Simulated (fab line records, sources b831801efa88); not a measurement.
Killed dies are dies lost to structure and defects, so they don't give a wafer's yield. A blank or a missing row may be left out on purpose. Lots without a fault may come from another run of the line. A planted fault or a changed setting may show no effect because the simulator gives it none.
Which tool did it? | flow sky130 | 13 lots, 39 wafers sampled, at 2 steps of a route of 708

WHAT THE GAUGES READ, wafer by wafer
SKY_SD_N_TW_MEAS_12.
lot  | measured     | on            | SD_N_TW
L347 | day 27 10:51 | film_metro-01 | 3989 3987 3966
L348 | day 28 04:18 | film_metro-01 | 4027 3995 4009
L350 | day 28 14:35 | film_metro-02 | 3972 3963 3971
L351 | day 28 23:17 | film_metro-04 | 3941 3972 3947
L360 | day 32 09:46 | film_metro-04 | 3925 3944 3944
L361 | day 32 18:31 | film_metro-04 | 3924 3906 3908
L362 | day 32 18:35 | film_metro-01 | 4027 4014 4029
L364 | day 33 09:15 | film_metro-01 | 3979 3986 3998
L365 | day 33 21:41 | film_metro-01 | 3996 4016 4014
L366 | day 34 01:05 | film_metro-01 | 3993 4001 3990
L367 | day 34 08:46 | film_metro-04 | 3940 3957 3965
L368 | day 34 15:31 | film_metro-04 | 3968 3956 3957
L370 | day 35 00:06 | film_metro-01 | 3940 3941 3954

WHICH TOOL RAN EACH LOT (tool, then ch and the chambers of the sampled wafers, then the start)
lot  | SKY_POLY_CUT_STRIP_12
L347 | plasma_asher-02 ch 0,1, day 23 18:29
L348 | plasma_asher-02 ch 1, day 24 12:35
L350 | plasma_asher-02 ch 0,1, day 25 00:47
L351 | plasma_asher-03 ch 0,1, day 25 09:29
L360 | plasma_asher-04 ch 1, day 28 21:02
L361 | plasma_asher-03 ch 0,1, day 29 05:59
L362 | plasma_asher-04 ch 0,1, day 29 06:53
L364 | plasma_asher-03 ch 0,1, day 30 00:08
L365 | plasma_asher-03 ch 0,1, day 30 11:50
L366 | plasma_asher-03 ch 0,1, day 30 14:11
L367 | plasma_asher-03 ch 0,1, day 30 19:44
L368 | plasma_asher-03 ch 0,1, day 31 06:20
L370 | plasma_asher-03 ch 0,1, day 31 16:32
- SKY_POLY_CUT_STRIP_12: strips in O2/N2.

WHAT THE TOOLS THEMSELVES READ (means of the sampled wafers that have a number; where no wafer has one, the mark that the record gives instead)
SKY_POLY_CUT_STRIP_12.
lot  | tool            | drypump_motor_current_A (A) | oes_product_au (a.u.) | strip_time_to_endpoint_s (s)
L347 | plasma_asher-02 | 5.5                         | 0.449                 | 5.360
L348 | plasma_asher-02 | 5.7                         | 0.450                 | 5.378
L350 | plasma_asher-02 | 5.6                         | 0.449                 | 5.337
L351 | plasma_asher-03 | 6.0                         | 0.450                 | 5.348
L360 | plasma_asher-04 | 6.5                         | 0.454                 | 5.354
L361 | plasma_asher-03 | 6.0                         | 0.449                 | 5.345
L362 | plasma_asher-04 | 6.5                         | 0.450                 | 5.356
L364 | plasma_asher-03 | 5.7                         | 0.451                 | 5.351
L365 | plasma_asher-03 | 6.0                         | 0.450                 | 5.365
L366 | plasma_asher-03 | 6.0                         | 0.446                 | 5.338
L367 | plasma_asher-03 | 6.0                         | 0.452                 | 5.355
L368 | plasma_asher-03 | 5.7                         | 0.453                 | 5.361
L370 | plasma_asher-03 | 5.7                         | 0.449                 | 5.355

THE ANSWER, worked out from the rows above alone
Rule: what is usual is taken from the lots themselves. Put in order of their means at a reading, lots are off if they are a third of the lots or fewer, leave a main group of 4 or more, and stand apart from it by a gap of 3 or more times the standard deviation of the main group's means; of several such gaps the widest counts. A main group whose means are all the same, to the digits that the tables above print for the reading, isn't used. A lot without any number at a reading at which 4 lots or more have one is off too. The other lots that the step has rows for count as sound. The gauges are gone through in route order, then the tools' own readings, and for those a lot's mean is taken as printed above. The first step at which some lot is off is used, and at that step the reading that is off furthest; a lot without a number counts as furthest.
No lot is off at any reading shown: from this, nothing can be told.

WHAT THE SIMULATOR HAD PUT IN
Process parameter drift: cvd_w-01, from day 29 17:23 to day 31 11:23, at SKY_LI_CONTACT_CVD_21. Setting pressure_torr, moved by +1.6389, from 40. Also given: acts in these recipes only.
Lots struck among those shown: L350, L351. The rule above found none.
